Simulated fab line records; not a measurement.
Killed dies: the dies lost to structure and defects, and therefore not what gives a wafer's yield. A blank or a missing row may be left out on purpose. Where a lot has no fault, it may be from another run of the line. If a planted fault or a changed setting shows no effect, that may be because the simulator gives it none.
The tool behind it: which one?	flow sky130	12 lots with 36 wafers sampled at 6 steps, on a route of 708 steps

== WHAT EACH GAUGE READ, for each wafer ==
SKY_POLY_GATE_THK_MEAS_04.
lot	measured	on	POLY_GATE_CVD_03_THK (nm)
L652	day 15 01:41	filmMetro-01	73.8 73.8 73.1
L653	day 16 01:07	filmMetro-02	74.5 74.7 74.5
L655	day 16 14:50	filmMetro-03	74.7 74.6 74.7
L657	day 17 02:10	filmMetro-02	75.0 75.4 75.1
L658	day 17 10:50	filmMetro-01	76.1 75.5 75.7
L659	day 17 19:01	filmMetro-03	75.5 75.4 75.8
L660	day 18 12:07	filmMetro-02	73.9 73.7 74.3
L661	day 18 18:57	filmMetro-03	74.6 74.3 74.5
L663	day 19 12:24	filmMetro-03	73.5 73.7 74.0
L665	day 20 07:39	filmMetro-01	74.5 74.3 74.5
L666	day 20 10:08	filmMetro-01	75.2 76.0 74.8
L674	day 23 19:29	filmMetro-02	74.4 74.6 74.6

SKY_LDD_N_TW_MEAS_17.
lot	measured	on	LDD_N_TW
L652	day 17 14:49	filmMetro-02	2600 2601 2599
L653	day 18 14:19	filmMetro-04	2624 2642 2626
L655	day 19 08:13	filmMetro-04	2613 2634 2631
L657	day 19 22:31	filmMetro-04	2631 2615 2608
L658	day 20 05:24	filmMetro-03	2627 2618 2631
L659	day 20 12:37	filmMetro-04	2612 2607 2613
L660	day 21 04:22	filmMetro-03	2604 2616 2614
L661	day 21 11:45	filmMetro-03	2605 2610 2601
L663	day 22 06:06	filmMetro-04	2617 2626 2618
L665	day 22 23:56	filmMetro-02	2620 2600 2599
L666	day 23 02:34	filmMetro-02	2604 2604 2598
L674	day 26 08:31	filmMetro-02	2589 2592 2596

SKY_SD_P_CD_MEAS_07: the cd target is 380 nm.
lot	measured	on	cdNm (nm)
L652	day 25 04:42	cdSem-02	380.8 381.2 380.4
L653	day 26 04:10	cdSem-02	380.7 382.4 381.9
L655	day 26 21:28	cdSem-01	378.2 379.6 376.8
L657	day 27 11:05	cdSem-01	376.1 376.1 376.7
L658	day 28 00:08	cdSem-01	382.6 382.8 386.1
L659	day 28 01:14	cdSem-01	377.7 380.7 378.9
L660	day 28 13:25	cdSem-01	379.8 380.2 378.8
L661	day 29 01:16	cdSem-01	378.0 381.3 378.1
L663	day 29 12:03	cdSem-02	383.7 382.9 381.2
L665	day 30 04:49	cdSem-02	376.8 376.9 378.2
L666	day 30 07:07	cdSem-02	- - -
L674	day 33 06:32	cdSem-01	382.0 381.7 385.3

SKY_SD_P_TW_MEAS_11.
lot	measured	on	SD_P_TW
L652	day 25 05:06	filmMetro-03	2858 2831 2842
L653	day 26 04:34	filmMetro-01	2861 2826 2846
L655	day 26 21:52	filmMetro-02	2850 2835 2838
L657	day 27 11:29	filmMetro-03	2856 2845 2853
L658	day 28 00:32	filmMetro-03	2847 2866 2834
L659	day 28 01:37	filmMetro-01	2841 2825 2828
L660	day 28 13:50	filmMetro-02	2845 2851 2844
L661	day 29 01:39	filmMetro-02	2838 2837 2841
L663	day 29 12:26	filmMetro-01	2869 2870 2857
L665	day 30 05:13	filmMetro-02	2842 2823 2838
L666	day 30 07:31	filmMetro-03	30 30 30 30 30 30
L674	day 33 06:56	filmMetro-02	2807 2829 2826

SKY_LI_CONTACT_THK_MEAS_01.
lot	measured	on	LI_CONTACT_HDPCVD_THK (nm)
L652	day 27 22:50	filmMetro-03	921 925 925
L653	day 28 10:34	filmMetro-03	942 935 951
L655	day 29 07:34	filmMetro-01	916 935 931
L657	day 29 19:55	filmMetro-03	931 911 933
L658	day 30 07:06	filmMetro-01	945 940 937
L659	day 30 09:55	filmMetro-03	926 934 924
L660	day 30 20:58	filmMetro-02	933 925 927
L661	day 31 08:54	filmMetro-01	933 922 940
L663	day 31 19:40	filmMetro-02	946 937 945
L665	day 32 13:56	filmMetro-01	921 932 909
L674	day 35 11:22	filmMetro-01	918 939 950

== TOOL THAT RAN EACH LOT (tool first, then ch and the chambers of the sampled wafers, then the start) ==
lot	SKY_SD_P_EXPOSE_04
L652	ilineStepper-02 ch 0, day 24 13:29
L653	ilineStepper-02 ch 0, day 25 13:42
L655	ilineStepper-02 ch 0, day 26 07:43
L657	ilineStepper-01 ch 0, day 26 20:22
L658	ilineStepper-02 ch 0, day 27 06:50
L659	ilineStepper-02 ch 0, day 27 10:55
L660	ilineStepper-02 ch 0, day 28 00:57
L661	ilineStepper-01 ch 0, day 28 10:01
L663	ilineStepper-02 ch 0, day 28 23:17
L665	ilineStepper-01 ch 0, day 29 15:02
L666	ilineStepper-02 ch 0, day 29 17:25
L674	ilineStepper-02 ch 0, day 32 18:22
- SKY_SD_P_EXPOSE_04: exposes mask PSDM, target cd 380 nm.

== WHAT THE TOOLS THEMSELVES READ (means of the sampled wafers that have a number; where no wafer has one, the mark that the record gives instead) ==
SKY_SD_P_EXPOSE_04.
lot	tool	stageVelMmS (mm/s)
L652	ilineStepper-02	500.14
L653	ilineStepper-02	499.99
L655	ilineStepper-02	499.91
L657	ilineStepper-01	499.67
L658	ilineStepper-02	499.86
L659	ilineStepper-02	499.95
L660	ilineStepper-02	499.76
L661	ilineStepper-01	500.14
L663	ilineStepper-02	500.09
L665	ilineStepper-01	500.17
L666	ilineStepper-02	499.87
L674	ilineStepper-02	500.02

== THE ANSWER, worked out from the rows above alone ==
Rule: usual is defined by the lots themselves. Put in order of their means at a reading, lots are off if they are a third of the lots or fewer, leave a main group of 4 or more, and stand apart from it by a gap of 3 or more times the standard deviation of the main group's means; of several such gaps the widest counts. The tables above print the reading to a certain number of digits; a main group whose means all agree to those digits is not used. Also off: a lot with no number at a reading for which 4 or more lots have one. The other lots that the step has rows for count as sound. After the gauges, taken in route order, come the tools' own readings; for these a lot's mean is taken, as printed above. At the first step where some lot is off, the reading lying furthest off is the one used; lots without a number count as furthest.
Off, at SKY_SD_P_CD_MEAS_07 on cdNm: L666. Without a number there: L666. Main group: mean 380.1 nm, sd 2.3.
A tool fits if, at a process step before that reading, it ran every lot that is off, and no sound lot after the first of them. The gauges at SKY_SD_P_CD_MEAS_07 aren't tried: what is off there is off at SKY_SD_P_TW_MEAS_11 too, on other tools, and a gauge's error can't cause that. None of those tried fits.

== WHAT HAD BEEN PUT IN BY THE SIMULATOR ==
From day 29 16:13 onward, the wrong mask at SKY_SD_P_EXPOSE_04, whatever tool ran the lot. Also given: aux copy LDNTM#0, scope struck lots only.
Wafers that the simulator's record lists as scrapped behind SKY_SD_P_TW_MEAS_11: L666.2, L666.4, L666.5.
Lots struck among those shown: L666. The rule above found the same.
